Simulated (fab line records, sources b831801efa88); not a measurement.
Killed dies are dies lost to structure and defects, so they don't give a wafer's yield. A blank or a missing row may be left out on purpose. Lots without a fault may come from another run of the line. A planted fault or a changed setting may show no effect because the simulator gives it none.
Chamber matching | flow sky130 | SKY_PASSIVATION_CVD_00 on pecvd-03: 3 sister chambers
The step deposits SiO2, target thk 90 nm. 5 wafers are shown with their chamber, then 8 later ones without.

WAFERS WITH THEIR CHAMBER
wafer  | chamber | heater_power_w (W) | rf_fwd_power_W (W)
L075.6 | 0       | 533                | 591
L084.3 | 2       | 640                | 596
L085.4 | 2       | 697                | 595
L085.6 | 1       | 604                | 585
L086.2 | 1       | 556                | 588

WAFERS WITHOUT THEIR CHAMBER
wafer  | heater_power_w (W) | rf_fwd_power_W (W)
L086.5 | 624                | 590
L086.6 | 549                | 588
L088.1 | 627                | 587
L088.3 | 620                | 597
L088.6 | 630                | 587
L095.1 | 536                | 589
L095.2 | 677                | 595
L095.5 | 528                | 590

WHICH CHAMBER EACH WENT THROUGH
wafer  | from the rows above          | in truth
L086.5 | can't be placed: 1 or 0 or 2 | 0
L086.6 | can't be placed: 1 or 0      | 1
L088.1 | 1                            | 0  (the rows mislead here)
L088.3 | 2                            | 2
L088.6 | 1                            | 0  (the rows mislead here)
L095.1 | can't be placed: 0 or 1      | 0
L095.2 | 2                            | 2
L095.5 | can't be placed: 0 or 1      | 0
Placed correctly: 2 of 8. Can't be placed from these rows: 4 (the true chamber is among the candidates in 4). Placed wrongly: 2.
How it was worked out, from the rows above alone: a wafer's distance from a chamber is the root of the sum, over the readings, of the square of ((its reading less the chamber's mean) divided by the reading's scatter). The wafer belongs to the nearest chamber; if the next one is less than 2 further off, it can't be placed. A chamber's mean is the mean of its shown wafers. The scatter: the root of (the sum of the squares of (reading less its chamber's mean) over the shown wafers, divided by (wafers less chambers)).
